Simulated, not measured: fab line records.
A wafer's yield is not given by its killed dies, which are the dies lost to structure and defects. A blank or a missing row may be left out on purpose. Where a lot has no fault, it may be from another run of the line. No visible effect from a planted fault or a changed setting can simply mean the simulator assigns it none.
Struck lot and sound lot, side by side	flow sky130	15 out of 708 route steps
Sound: wafers L806.1, L806.2, L806.4. Wafers struck: L813.3, L813.5, L813.6. The cause is named last.
Each step with rows lists, per side, the tool, then ch with its chambers, then its first start. Under that, the readings that differ: sound wafers	struck wafers	difference of the means	sigmas: that difference in standard deviations of wafers without a fault.
alike: readings whose means differ by less than 2 such deviations, and words and numbers that are the same on both sides. not compared: withheld readings, readings that some wafer has no value for, bounds like >300 that may hide the same value, and numbers for which the record gives no deviation and whose values overlap.
Wherever a step has rows on one side only, a row that says differs or no value, or a row with sigmas, the two part there. Non-overlapping numbers with no deviation appear without sigmas and do not part them. A reading that every wafer of one side lacks parts them only if that side has two wafers or more.

first, 3 steps without rows for these wafers: SKY_LI_CONTACT_EXPOSE_09 (exposes mask LICM1, target cd 170 nm); SKY_LI_CONTACT_PEB_10; SKY_LI_CONTACT_DEVELOP_11 (develop time 60 s).
SKY_LI_CONTACT_CD_MEAS_12: the cd target is 170 nm.
  sound on cdSem-02, day 32 12:59; struck on cdSem-01, day 34 11:28
  alike: cdNm
SKY_LI_CONTACT_OVL_MEAS_13:
  sound on overlay-02, day 32 13:07; struck on overlay-02, day 34 11:33
  alike: LI_CONTACT_OVL
SKY_LI_CONTACT_ETCH_14: etches BARC in N2/H2, stops on SiO2, time 45.9 s, target depth 60 nm.
  sound on rieDiel-03 ch 0,1,3, day 32 13:09; struck on rieDiel-01 ch 0,2, day 34 11:35
reading	sound	struck	difference	sigmas
oesProductAu (a.u.)	0.849 0.840 0.846	0.845 0.862 0.860	+0.011	+2
  alike: drypumpMotorCurrentA, throttleValvePct
  not compared: rfHoursCounterH
SKY_LI_CONTACT_ETCH_15: etches PSG in C4F8/O2/Ar, stops on Si, target depth 600 nm.
  sound on rieDiel-03 ch 0,1,3, day 32 13:11; struck on rieDiel-01 ch 0,2, day 34 11:37
  alike: oesProductAu
SKY_LI_CONTACT_STRIP_16: strips in O2/N2.
  sound on plasmaAsher-01 ch 0,1, day 32 13:17; struck on plasmaAsher-04 ch 0,1, day 34 11:44
reading	sound	struck	difference	sigmas
drypumpMotorCurrentA (A)	5.63 5.71 5.60	5.91 5.92 5.91	+0.27	+2
  alike: oesProductAu, stripTimeToEndpointS
  not compared: rfHoursCounterH
then, 2 steps without rows for these wafers: SKY_LI_CONTACT_CLEAN_17 (cleans in NMP, time 600 s); SKY_LI_CONTACT_PRE_CLEAN_18 (time 5.6 s).
SKY_LI_CONTACT_SPUTTER_19: material Ti, target thk 20 nm, time 106.37 s.
  sound on pvdSputter-04, day 32 13:34; struck on pvdSputter-01, day 34 12:00
  alike: substrateTempC, throttleValvePct
SKY_LI_CONTACT_SPUTTER_20: material TiN, target thk 20 nm, time 80 s.
  sound on pvdSputter-04, day 32 13:39; struck on pvdSputter-01, day 34 12:05
  alike: throttleValvePct
SKY_LI_CONTACT_CVD_21: deposits W, target thk 400 nm, time 120.56 s.
  sound on cvdW-01 ch 0,1, day 32 13:43; struck on cvdW-01 ch 0,1, day 34 12:11
reading	sound	struck	difference	sigmas
chamberPressureTorr (Torr)	40.02 39.95 39.97	41.09 41.18 41.35	+1.23	+15
  alike: heaterPowerW, susceptorTempC
  not compared: sinceWetCleanH
SKY_LI_CONTACT_RS_MEAS_22: uses a four-point probe to measure.
  sound on filmMetro-02, day 32 13:50; struck on filmMetro-01, day 34 12:18
  alike: LI_CONTACT_W_RS
-- record jumps: 15 days separate the struck wafers' starts on either side; left off in module LI_CONTACT, taken up again in module PAD_OPEN, whose first shown step is the route's number 708 --
SKY_PAD_OPEN_PROBE_99:
  sound on prober-01, day 48 06:53; struck on prober-02, day 49 12:46
  alike: killed_at_M0_to_M3, killed_at_M4_up, killedAtContacts, killedAtFrontEnd, killedAtOther, killedDies, killedOpen, killedShort

## WHERE THEY PART
At SKY_LI_CONTACT_ETCH_14 first; at SKY_LI_CONTACT_CVD_21 last (within this record only). Later steps at which nothing parts them and some readings are alike: SKY_LI_CONTACT_RS_MEAS_22, SKY_PAD_OPEN_PROBE_99.

WHY: the cause the simulator had injected
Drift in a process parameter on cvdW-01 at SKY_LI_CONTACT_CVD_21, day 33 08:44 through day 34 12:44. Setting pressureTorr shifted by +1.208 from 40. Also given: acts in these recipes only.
